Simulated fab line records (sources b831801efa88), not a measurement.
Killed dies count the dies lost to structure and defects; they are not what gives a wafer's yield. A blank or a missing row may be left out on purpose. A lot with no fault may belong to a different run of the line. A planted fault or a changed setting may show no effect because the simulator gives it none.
What tool caused it?    flow sky130    36 wafers from 12 lots sampled at 4 of the route's 708 steps

## WHAT EACH GAUGE READ, for each wafer
SKY_PAD_OPEN_BOW_MEAS_13. Usual: for PAD_OPEN_BOW the level is 47 um and the standard deviation is 8.1.
lot   measured      on            PAD_OPEN_BOW (um)  flag
L928  day 45 19:20  filmMetro-01  55 59 38           
L929  day 46 05:13  filmMetro-04  37 42 40           
L930  day 46 11:50  filmMetro-04  48 35 54           
L933  day 47 04:09  filmMetro-01  47 59 60           
L931  day 47 05:39  filmMetro-02  45 55 54           
L932  day 47 07:03  filmMetro-04  44 53 51           
L934  day 47 16:29  filmMetro-02  53 55 46           
L941  day 49 03:49  filmMetro-04  57 51 33           
L942  day 49 06:44  filmMetro-04  54 49 53           
L943  day 49 13:16  filmMetro-02  46 35 46           
L945  day 50 02:04  filmMetro-02  50 54 52           
L950  day 50 22:05  filmMetro-02  51 43 54           

## WHICH TOOL RAN EACH LOT (tool, then ch and the chambers of the sampled wafers, then the start)
lot   SKY_VIA4_CMP_02                SKY_VIA4_CMP_21                SKY_METAL5_SPUTTER_04
L928  cmp-01 ch 0,3, day 41 20:34    cmp-01 ch 1,2,3, day 42 20:59  pvdSputter-03, day 42 21:25
L929  cmp-01 ch 1,2,3, day 42 07:06  cmp-02 ch 0,2,3, day 43 07:36  pvdSputter-02, day 43 07:58
L930  cmp-02 ch 0,1,2, day 42 14:28  cmp-01 ch 0,3, day 43 14:51    pvdSputter-02, day 43 15:16
L933  cmp-01 ch 0,1,2, day 43 08:48  cmp-02 ch 0,2,3, day 44 08:21  pvdSputter-03, day 44 08:43
L931  cmp-02 ch 0,2,3, day 43 09:47  cmp-02 ch 0,1,3, day 44 09:02  pvdSputter-03, day 44 09:26
L932  cmp-01 ch 1,3, day 43 13:14    cmp-02 ch 1,2,3, day 44 12:58  pvdSputter-01, day 44 13:19
L934  cmp-02 ch 1,2,3, day 43 21:25  cmp-01 ch 1,2,3, day 44 20:56  pvdSputter-02, day 44 21:21
L941  cmp-02 ch 0,3, day 45 15:28    cmp-02 ch 1,3, day 46 14:22    pvdSputter-03, day 46 14:47
L942  cmp-01 ch 2,3, day 45 18:25    cmp-02 ch 0,1, day 46 17:04    pvdSputter-03, day 46 17:29
L943  cmp-01 ch 0,1,3, day 46 02:20  cmp-01 ch 2,3, day 46 23:30    pvdSputter-03, day 46 23:55
L945  cmp-01 ch 0,3, day 46 17:05    cmp-01 ch 1,2, day 47 15:01    pvdSputter-03, day 47 15:26
L950  cmp-01 ch 1,2, day 47 20:28    cmp-02 ch 1,2,3, day 48 16:29  pvdSputter-01, day 48 16:51
- SKY_VIA4_CMP_02: polishes SiO2.
- SKY_VIA4_CMP_21: polishes, stops on SiO2, t overpolish 25 s, target thk 0 nm.
- SKY_METAL5_SPUTTER_04: material TiN, target thk 70 nm, time 58.3 s.

## WHAT THE TOOLS THEMSELVES READ (means of the sampled wafers that have a number; where no wafer has one, the mark that the record gives instead)
SKY_VIA4_CMP_02. Usual: motorCurrentA reads 12.2 A (standard deviation 1).
lot   tool    motorCurrentA (A)  flag
L928  cmp-01  12.1               
L929  cmp-01  12.7               
L930  cmp-02  12.6               
L933  cmp-01  12.3               
L931  cmp-02  12.2               
L932  cmp-01  11.4               
L934  cmp-02  11.4               
L941  cmp-02  13.3               
L942  cmp-01  13.2               
L943  cmp-01  12.0               
L945  cmp-01  12.1               
L950  cmp-01  12.4               

SKY_VIA4_CMP_21. Usual: motorCurrentA 11.2 A, standard deviation 0.84; overpolishRunS 25.000 s, standard deviation 0.0097; timeToEndpointS 127 s, standard deviation 4.2.
lot   tool    motorCurrentA (A)  overpolishRunS (s)  timeToEndpointS (s)  flag
L928  cmp-01  11.3               24.999              127                  
L929  cmp-02  11.3               25.002              123                  
L930  cmp-01  10.7               25.001              126                  
L933  cmp-02  11.3               25.007              127                  
L931  cmp-02  11.5               24.993              129                  
L932  cmp-02  10.7               24.998              132                  
L934  cmp-01  11.3               24.987              130                  
L941  cmp-02  11.0               25.007              126                  
L942  cmp-02  11.7               25.001              127                  
L943  cmp-01  11.5               25.007              119                  
L945  cmp-01  11.4               24.999              131                  
L950  cmp-02  10.7               25.000              126                  

SKY_METAL5_SPUTTER_04. Usual: throttleValvePct reads 30.5 % (standard deviation 0.88).
lot   tool           throttleValvePct (%)  flag
L928  pvdSputter-03  29.9                  
L929  pvdSputter-02  31.0                  
L930  pvdSputter-02  30.8                  
L933  pvdSputter-03  30.1                  
L931  pvdSputter-03  29.8                  
L932  pvdSputter-01  31.3                  
L934  pvdSputter-02  31.4                  
L941  pvdSputter-03  30.1                  
L942  pvdSputter-03  30.1                  
L943  pvdSputter-03  29.9                  
L945  pvdSputter-03  30.5                  
L950  pvdSputter-01  30.7                  

## THE ANSWER, worked out from the rows above alone
Rule: take the mean of a lot's wafers that have a number; if it is more than 3 standard deviations from the usual mean, the lot is off. Also off: a lot with no number at a reading for which 4 or more lots have one. The other lots that the step has rows for count as sound. Order of review: gauges by route order, followed by the tools' own readings, for which a lot's mean as printed above is used. At the first step where some lot is off, the reading lying furthest off is the one used; lots without a number count as furthest.
No lot is off at any reading shown: from this, nothing can be told.

## WHAT WAS PUT IN BY THE SIMULATOR
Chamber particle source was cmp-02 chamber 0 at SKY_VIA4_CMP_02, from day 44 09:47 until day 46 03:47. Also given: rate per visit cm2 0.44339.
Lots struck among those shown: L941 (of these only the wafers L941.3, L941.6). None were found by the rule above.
